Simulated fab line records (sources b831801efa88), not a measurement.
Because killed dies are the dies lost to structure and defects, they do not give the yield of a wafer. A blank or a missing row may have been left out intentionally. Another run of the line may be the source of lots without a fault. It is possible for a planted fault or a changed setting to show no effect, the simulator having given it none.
fab line records -- flow gf180mcu
record lots=14, wafers=42, last_day=34
route steps=602 shown M1@331 V2@387 V3@450 V4@490
lots untouched by any fault: they come from a run of this same line in which no faults occurred
start_h: hours from the record's opening day to when the first of the lot's shown wafers began -- wait_h: hours elapsed since this lot's preceding step -- " identical to the entry in the row above -- L1.1+2: a row that stands for several wafers -- - no value present, or no start provided -- * or withheld: withheld -- < > ~ a bound
route shown NAME@n: names a module that has steps shown in the file, with the first one's number in the route -- usual: the fault-free wafers' mean and standard deviation -- same: alike in all rows -- chamber/n: place in a boat -- sites: per-site readings -- _std_site: standard deviation across them -- _edge_site: outer sites' mean less inner sites' -- radius_mm: for every site, how far away it sits from the centre of the wafer -- mask NAME#n: copy n -- behind: the last tool/chamber to shape the wafer -- hold: cause of the lot's hold/its duration in hours/its outcome -- device: the n, p or np transistor that did not switch -- end of line: at the end of the route, the tests of the same wafers -- a step with no rows: only its recipe -- killed: dies lost to structure and defects at the first sort, not the wafer's yield -- map: a wafer's dies, marking killed ones x, the rest . and places with no die _
set.NAME: the setting that was run; set.NAME@STEP: the one run at that earlier step -- model.NAME: the simulator's own value behind a step, which no gauge read
a sample of lots followed through the steps of the route, with each step as a table and each wafer as a row
services: from which hour (start_h, from the record's first day; less than 0 if before it) a tool's chamber was out of use, for how many hours, and why
## steps
# step GF_M1_METAL_ETCH_16
# recipe chemistry=Cl2/BCl3, mask_material=KrF, target_depth_nm=627.5, stop_on=SiO2, pressure_mtorr=8, icp_w=800, bias_w=140, Cl2_flow_sccm=80, bcl3_flow_sccm=40, time_s=104.6
# usual drypump_motor_current_A=5.6/0.43, he_backside_leak_sccm=3.31/0.2, oes_product_au=0.973/0.0059, rf_fwd_power_W=796.7/2.4, throttle_valve_pct=28.247/0.01
lot.wafer,tool,chamber,start_h,wait_h,drypump_motor_current_A,he_backside_leak_sccm,oes_product_au,rf_fwd_power_W,rf_hours_counter_h,throttle_valve_pct
L293.4,rie_metal-03,0,390.32,0.0,5.4,3.04,0.974,798.0,-,28.257
L293.5,rie_metal-03,0,390.32,0.0,5.4,3.00,0.977,796.4,-,28.247
L293.6,rie_metal-03,1,390.32,0.0,5.7,3.52,0.967,796.0,-,28.244
L295.2,rie_metal-02,0,408.50,0.0,5.4,3.18,0.969,796.3,12,28.236
L295.4,rie_metal-02,0,408.50,0.0,5.4,2.91,0.968,796.0,-,28.253
L295.5,rie_metal-02,1,408.50,0.0,6.0,3.29,0.960,797.3,-,28.242
L298.1,rie_metal-03,1,437.18,0.0,5.7,3.44,0.973,798.5,8,28.238
L298.2,rie_metal-03,0,437.18,0.0,5.4,3.29,0.968,796.2,9,28.255
L298.3,rie_metal-03,0,437.18,0.0,5.4,3.07,0.977,794.8,-,28.243
L300.1,rie_metal-02,1,459.40,0.0,6.1,3.26,0.783,797.1,4,28.462
L300.2,rie_metal-02,1,459.40,0.0,6.0,3.24,0.787,793.4,-,28.452
L300.4,rie_metal-02,1,459.40,0.0,6.1,3.03,0.776,796.0,-,28.459
L301.2,rie_metal-02,1,468.63,0.0,6.0,3.26,0.783,797.8,4,28.455
L301.3,rie_metal-02,0,468.63,0.0,5.4,3.40,0.793,797.7,-,28.439
L301.4,rie_metal-02,1,468.63,0.0,6.0,3.21,0.787,792.9,-,28.454
L305.3,rie_metal-03,0,500.63,0.1,5.4,3.15,0.977,801.0,-,28.228
L305.4,rie_metal-03,1,500.63,0.1,5.7,3.66,0.972,798.9,-,28.246
L305.5,rie_metal-03,1,500.63,0.1,5.7,3.56,0.967,800.0,-,28.245
L307.4,rie_metal-04,1,513.09,0.0,6.3,3.57,0.972,795.4,-,28.229
L307.5,rie_metal-04,0,513.09,0.0,5.0,3.28,0.984,794.3,-,28.244
L307.6,rie_metal-04,1,513.09,0.0,6.3,3.54,0.981,797.8,-,28.235
L308.2,rie_metal-04,0,527.25,0.0,4.9,3.29,0.966,797.9,8,28.250
L308.4,rie_metal-04,0,527.25,0.0,5.0,3.33,0.967,798.4,-,28.239
L308.6,rie_metal-04,0,527.25,0.0,5.0,3.16,0.968,797.5,-,28.257
L309.1,rie_metal-04,1,536.98,0.0,6.3,3.56,0.973,792.9,8,28.252
L309.5,rie_metal-04,0,536.98,0.0,5.0,2.92,0.976,797.6,-,28.253
L309.6,rie_metal-04,1,536.98,0.0,6.2,3.62,0.973,793.4,-,28.251
L311.1,rie_metal-02,1,547.95,0.0,6.0,3.34,0.972,797.7,6,28.253
L311.5,rie_metal-02,1,547.95,0.0,6.0,3.28,0.976,797.5,-,28.227
L311.6,rie_metal-02,0,547.95,0.0,5.4,3.34,0.977,799.7,-,28.230
L312.1,rie_metal-02,1,559.30,0.0,6.0,3.36,0.975,796.8,6,28.252
L312.2,rie_metal-02,1,559.30,0.0,6.1,3.25,0.974,801.4,-,28.245
L312.5,rie_metal-02,1,559.30,0.0,6.0,3.12,0.971,796.1,-,28.228
L313.3,rie_metal-02,0,563.87,0.1,5.4,2.89,0.977,795.2,-,28.227
L313.4,rie_metal-02,1,563.87,0.1,6.1,3.45,0.977,798.1,-,28.276
L313.5,rie_metal-02,1,563.87,0.1,6.0,3.54,0.967,797.7,-,28.248
L314.1,rie_metal-04,1,574.05,0.0,6.3,3.34,0.970,798.6,9,28.248
L314.4,rie_metal-04,0,574.05,0.0,4.9,3.30,0.968,793.6,-,28.262
L314.5,rie_metal-04,0,574.05,0.0,4.9,3.25,0.971,793.4,-,28.236
L315.3,rie_metal-03,1,578.83,0.1,5.7,3.59,0.967,798.1,-,28.245
L315.5,rie_metal-03,1,578.83,0.1,5.7,3.44,0.973,796.7,-,28.252
L315.6,rie_metal-03,0,578.83,0.1,5.4,3.31,0.981,796.0,-,28.251
# step GF_M1_STRIP_17
# recipe chemistry=O2/N2, power_w=1400, pressure_mtorr=1500, platen_temp_c=250, o2_flow_sccm=3000, n2_flow_sccm=300, overash_fraction=0.5
# usual drypump_motor_current_A=5.88/0.3, heater_power_w=326/29, oes_product_au=0.558/0.0043, strip_time_to_endpoint_s=7.87/0.038
lot.wafer,tool,chamber,start_h,wait_h,drypump_motor_current_A,heater_power_w,oes_product_au,rf_hours_counter_h,strip_time_to_endpoint_s
L293.4,plasma_asher-02,1,390.43,0.1,6.05,306,0.555,-,7.88
L293.5,plasma_asher-02,1,390.43,0.1,6.03,312,0.563,-,7.84
L293.6,plasma_asher-02,0,390.43,0.1,6.24,370,0.558,-,7.89
L295.2,plasma_asher-03,1,408.61,0.1,6.10,317,0.568,78,7.93
L295.4,plasma_asher-03,1,408.61,0.1,6.12,321,0.562,-,7.93
L295.5,plasma_asher-03,1,408.61,0.1,6.11,325,0.558,-,7.89
L298.1,plasma_asher-04,0,437.29,0.1,5.37,325,0.559,1,7.87
L298.2,plasma_asher-04,1,437.29,0.1,5.79,279,0.545,1,7.87
L298.3,plasma_asher-04,0,437.29,0.1,5.37,323,0.545,-,7.85
L300.1,plasma_asher-02,1,459.62,0.2,6.04,319,0.592,68,8.75
L300.2,plasma_asher-02,0,459.62,0.2,6.17,374,0.590,68,8.76
L300.4,plasma_asher-02,1,459.62,0.2,6.01,317,0.593,-,8.78
L301.2,plasma_asher-03,0,468.74,0.1,5.96,351,0.593,86,8.69
L301.3,plasma_asher-03,0,468.74,0.1,5.89,343,0.592,-,8.68
L301.4,plasma_asher-03,1,468.74,0.1,6.11,322,0.587,-,8.69
L305.3,plasma_asher-04,1,500.74,0.1,5.78,278,0.555,-,7.91
L305.4,plasma_asher-04,0,500.74,0.1,5.34,330,0.552,-,7.90
L305.5,plasma_asher-04,1,500.74,0.1,5.80,279,0.565,-,7.88
L307.4,plasma_asher-02,0,513.19,0.1,6.24,368,0.565,-,7.85
L307.5,plasma_asher-02,1,513.19,0.1,6.04,319,0.556,-,7.88
L307.6,plasma_asher-02,0,513.19,0.1,6.23,366,0.555,-,7.84
L308.2,plasma_asher-03,0,527.36,0.1,5.93,350,0.559,92,7.90
L308.4,plasma_asher-03,0,527.36,0.1,5.94,343,0.557,-,7.89
L308.6,plasma_asher-03,1,527.36,0.1,6.10,317,0.560,-,7.92
L309.1,plasma_asher-03,0,537.09,0.1,5.99,345,0.554,93,7.88
L309.5,plasma_asher-03,1,537.09,0.1,6.12,322,0.565,-,7.93
L309.6,plasma_asher-03,0,537.09,0.1,5.97,345,0.563,-,7.86
L311.1,plasma_asher-04,1,548.06,0.1,5.80,276,0.561,13,7.93
L311.5,plasma_asher-04,0,548.06,0.1,5.33,332,0.561,-,7.93
L311.6,plasma_asher-04,1,548.06,0.1,5.79,281,0.560,-,7.92
L312.1,plasma_asher-03,0,559.52,0.2,6.00,344,0.556,95,7.87
L312.2,plasma_asher-03,1,559.52,0.2,6.14,327,0.560,95,7.86
L312.5,plasma_asher-03,0,559.52,0.2,5.99,348,0.557,-,7.86
L313.3,plasma_asher-02,0,563.98,0.1,6.26,367,0.555,-,7.88
L313.4,plasma_asher-02,1,563.98,0.1,6.05,316,0.561,-,7.96
L313.5,plasma_asher-02,0,563.98,0.1,6.25,370,0.567,-,7.93
L314.1,plasma_asher-04,1,574.16,0.1,5.80,284,0.551,15,7.80
L314.4,plasma_asher-04,0,574.16,0.1,5.35,326,0.553,-,7.83
L314.5,plasma_asher-04,1,574.16,0.1,5.80,278,0.554,-,7.83
L315.3,plasma_asher-04,0,578.94,0.1,5.32,323,0.557,-,7.84
L315.5,plasma_asher-04,1,578.94,0.1,5.80,274,0.560,-,7.91
L315.6,plasma_asher-04,0,578.94,0.1,5.32,337,0.551,-,7.85
# step GF_V2_BOW_MEAS_05
# recipe mode=bow
# usual V2_BOW=98/9
lot.wafer,tool,chamber,start_h,wait_h,V2_BOW[um]
L293.4,film_metro-03,-,442.88,0.3,90
L293.5,film_metro-03,-,442.88,0.3,104
L293.6,film_metro-03,-,442.88,0.3,93
L295.2,film_metro-04,-,462.27,0.3,94
L295.4,film_metro-04,-,462.27,0.3,103
L295.5,film_metro-04,-,462.27,0.3,105
L298.1,film_metro-01,-,490.23,0.2,98
L298.2,film_metro-01,-,490.23,0.2,101
L298.3,film_metro-01,-,490.23,0.2,101
L300.1,film_metro-03,-,512.70,0.1,104
L300.2,film_metro-03,-,512.70,0.1,113
L300.4,film_metro-03,-,512.70,0.1,101
L301.2,film_metro-04,-,520.95,0.1,102
L301.3,film_metro-04,-,520.95,0.1,106
L301.4,film_metro-04,-,520.95,0.1,107
L305.3,film_metro-04,-,550.07,0.3,83
L305.4,film_metro-04,-,550.07,0.3,90
L305.5,film_metro-04,-,550.07,0.3,91
L307.4,film_metro-04,-,564.16,0.2,102
L307.5,film_metro-04,-,564.16,0.2,96
L307.6,film_metro-04,-,564.16,0.2,89
L308.2,film_metro-03,-,577.63,0.2,99
L308.4,film_metro-03,-,577.63,0.2,107
L308.6,film_metro-03,-,577.63,0.2,115
L309.1,film_metro-03,-,585.87,0.1,98
L309.5,film_metro-03,-,585.87,0.1,103
L309.6,film_metro-03,-,585.87,0.1,103
L311.1,film_metro-01,-,595.95,0.2,85
L311.5,film_metro-01,-,595.95,0.2,80
L311.6,film_metro-01,-,595.95,0.2,93
L312.1,film_metro-03,-,607.46,0.2,103
L312.2,film_metro-03,-,607.46,0.2,106
L312.5,film_metro-03,-,607.46,0.2,102
L313.3,film_metro-04,-,611.47,0.1,111
L313.4,film_metro-04,-,611.47,0.1,104
L313.5,film_metro-04,-,611.47,0.1,111
L314.1,film_metro-01,-,620.73,0.1,99
L314.4,film_metro-01,-,620.73,0.1,101
L314.5,film_metro-01,-,620.73,0.1,95
L315.3,film_metro-03,-,625.78,0.2,98
L315.5,film_metro-03,-,625.78,0.2,86
L315.6,film_metro-03,-,625.78,0.2,92
# step GF_V3_SPUTTER_21
# recipe material=Ti, target_thk_nm=15, chamber_pressure_pa=5, power_w=2500, substrate_temp_c=200, time_s=80.02
# usual throttle_valve_pct=30.5/1
lot.wafer,tool,chamber,start_h,wait_h,throttle_valve_pct
L293.4,pvd_sputter-02,-,518.81,0.0,28.0
L293.5,pvd_sputter-02,-,518.81,0.0,28.6
L293.6,pvd_sputter-02,-,518.81,0.0,32.4
L295.2,pvd_sputter-01,-,538.38,0.0,31.0
L295.4,pvd_sputter-01,-,538.38,0.0,30.6
L295.5,pvd_sputter-01,-,538.38,0.0,30.8
L298.1,pvd_sputter-04,-,563.87,0.0,29.4
L298.2,pvd_sputter-04,-,563.87,0.0,30.2
L298.3,pvd_sputter-04,-,563.87,0.0,29.8
L300.1,pvd_sputter-04,-,585.20,0.0,29.3
L300.2,pvd_sputter-04,-,585.20,0.0,30.0
L300.4,pvd_sputter-04,-,585.20,0.0,32.0
L301.2,pvd_sputter-01,-,592.76,0.0,31.0
L301.3,pvd_sputter-01,-,592.76,0.0,30.3
L301.4,pvd_sputter-01,-,592.76,0.0,31.3
L305.3,pvd_sputter-01,-,619.32,0.0,31.2
L305.4,pvd_sputter-01,-,619.32,0.0,30.1
L305.5,pvd_sputter-01,-,619.32,0.0,31.0
L307.4,pvd_sputter-04,-,631.71,0.0,29.7
L307.5,pvd_sputter-04,-,631.71,0.0,31.9
L307.6,pvd_sputter-04,-,631.71,0.0,29.9
L308.2,pvd_sputter-01,-,645.96,0.0,31.0
L308.4,pvd_sputter-01,-,645.96,0.0,31.4
L308.6,pvd_sputter-01,-,645.96,0.0,30.3
L309.1,pvd_sputter-01,-,650.91,0.0,31.0
L309.5,pvd_sputter-01,-,650.91,0.0,31.2
L309.6,pvd_sputter-01,-,650.91,0.0,30.4
L311.1,pvd_sputter-04,-,660.90,0.0,29.9
L311.5,pvd_sputter-04,-,660.90,0.0,29.8
L311.6,pvd_sputter-04,-,660.90,0.0,29.2
L312.1,pvd_sputter-04,-,672.34,0.0,30.1
L312.2,pvd_sputter-04,-,672.34,0.0,31.3
L312.5,pvd_sputter-04,-,672.34,0.0,29.8
L313.3,pvd_sputter-02,-,675.69,0.0,28.0
L313.4,pvd_sputter-02,-,675.69,0.0,31.3
L313.5,pvd_sputter-02,-,675.69,0.0,28.8
L314.1,pvd_sputter-04,-,684.75,0.0,30.1
L314.4,pvd_sputter-04,-,684.75,0.0,30.0
L314.5,pvd_sputter-04,-,684.75,0.0,29.7
L315.3,pvd_sputter-01,-,689.46,0.0,31.1
L315.5,pvd_sputter-01,-,689.46,0.0,31.2
L315.6,pvd_sputter-01,-,689.46,0.0,31.1
# step GF_V4_CD_MEAS_14
# recipe target_cd_nm=260
# usual cd_nm=259.5/1.4
lot.wafer,tool,chamber,start_h,wait_h,cd_nm
L293.4,cd_sem-02,-,566.36,0.1,260.8
L293.5,cd_sem-02,-,566.36,0.1,260.4
L293.6,cd_sem-02,-,566.36,0.1,260.9
L295.2,cd_sem-01,-,585.32,0.1,259.2
L295.4,cd_sem-01,-,585.32,0.1,260.2
L295.5,cd_sem-01,-,585.32,0.1,256.9
L298.1,cd_sem-01,-,609.23,0.1,258.4
L298.2,cd_sem-01,-,609.23,0.1,258.9
L298.3,cd_sem-01,-,609.23,0.1,258.2
L300.1,cd_sem-01,-,629.09,0.2,260.0
L300.2,cd_sem-01,-,629.09,0.2,259.5
L300.4,cd_sem-01,-,629.09,0.2,259.0
L301.2,cd_sem-01,-,637.11,0.1,260.2
L301.3,cd_sem-01,-,637.11,0.1,259.7
L301.4,cd_sem-01,-,637.11,0.1,259.0
L305.3,cd_sem-02,-,662.08,0.1,261.8
L305.4,cd_sem-02,-,662.08,0.1,260.2
L305.5,cd_sem-02,-,662.08,0.1,261.1
L307.4,cd_sem-02,-,673.51,0.1,261.2
L307.5,cd_sem-02,-,673.51,0.1,260.2
L307.6,cd_sem-02,-,673.51,0.1,261.3
L308.2,cd_sem-01,-,686.41,0.1,260.2
L308.4,cd_sem-01,-,686.41,0.1,261.0
L308.6,cd_sem-01,-,686.41,0.1,261.7
L309.1,cd_sem-01,-,692.44,0.1,258.2
L309.5,cd_sem-01,-,692.44,0.1,256.7
L309.6,cd_sem-01,-,692.44,0.1,258.7
L311.1,cd_sem-01,-,701.53,0.1,260.4
L311.5,cd_sem-01,-,701.53,0.1,259.2
L311.6,cd_sem-01,-,701.53,0.1,260.2
L312.1,cd_sem-01,-,710.89,0.1,260.2
L312.2,cd_sem-01,-,710.89,0.1,261.3
L312.5,cd_sem-01,-,710.89,0.1,260.6
L313.3,cd_sem-01,-,714.94,0.2,258.6
L313.4,cd_sem-01,-,714.94,0.2,257.2
L313.5,cd_sem-01,-,714.94,0.2,256.3
L314.1,cd_sem-01,-,723.50,0.1,260.4
L314.4,cd_sem-01,-,723.50,0.1,261.2
L314.5,cd_sem-01,-,723.50,0.1,260.8
L315.3,cd_sem-01,-,729.64,0.1,256.5
L315.5,cd_sem-01,-,729.64,0.1,255.7
L315.6,cd_sem-01,-,729.64,0.1,256.1
## services
tool,chamber,start_h,hours,kind
plasma_asher-02,-,374.21,2.8,pm
pvd_sputter-04,-,386.77,1.5,repair
plasma_asher-04,-,421.25,9.0,pm
rie_metal-04,-,436.33,1.0,repair
pvd_sputter-04,-,449.78,7.4,repair
plasma_asher-02,-,474.84,3.1,repair
rie_metal-02,0,479.57,13.2,repair
plasma_asher-02,-,479.62,2.4,repair
plasma_asher-03,-,501.55,1.1,repair
rie_metal-02,-,517.16,14.6,pm
plasma_asher-02,-,522.54,0.7,repair
pvd_sputter-04,-,529.06,0.5,repair
plasma_asher-04,-,545.87,0.7,repair
rie_metal-02,-,555.03,2.8,pm
rie_metal-02,0,559.15,4.6,repair
pvd_sputter-02,-,570.33,1.1,repair
pvd_sputter-01,-,575.77,1.7,repair
rie_metal-04,0,578.22,25.0,repair
rie_metal-03,-,587.72,2.8,pm
plasma_asher-03,-,593.51,2.4,repair
rie_metal-04,-,613.93,1.6,repair
plasma_asher-02,-,642.77,163.6,pm
pvd_sputter-01,-,664.14,4.2,repair
rie_metal-03,1,666.18,109.9,repair
## key
first_sign step=GF_M1_METAL_ETCH_16, reading=oes_product_au, direction=down, sigmas=32, usual=0.973, struck=0.785
effect step=GF_M1_METAL_ETCH_16, reading=throttle_valve_pct, direction=up, sigmas=20, usual=28.247, struck=28.453
effect step=GF_M1_STRIP_17, reading=strip_time_to_endpoint_s, direction=up, sigmas=22, usual=*, struck=*
met_at GF_M1_METAL_ETCH_16
struck_lots L300,L301
sort_left_out L300.1,L300.2,L300.4,L301.2,L301.3,L301.4
not_acting_at GF_V2_BOW_MEAS_05,GF_V3_SPUTTER_21,GF_V4_CD_MEAS_14
onset_between 408.50 459.40
fault kind=process_parameter_drift, tool=rie_metal-02, chamber=-, onset_h=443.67, steps=GF_M1_METAL_ETCH_16, channel=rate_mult, offset=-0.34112, shape=step, end_h=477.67
# sort_left_out: the simulated sort isn't trusted on such a fault, so these wafers' sort isn't shown, and their yield isn't known
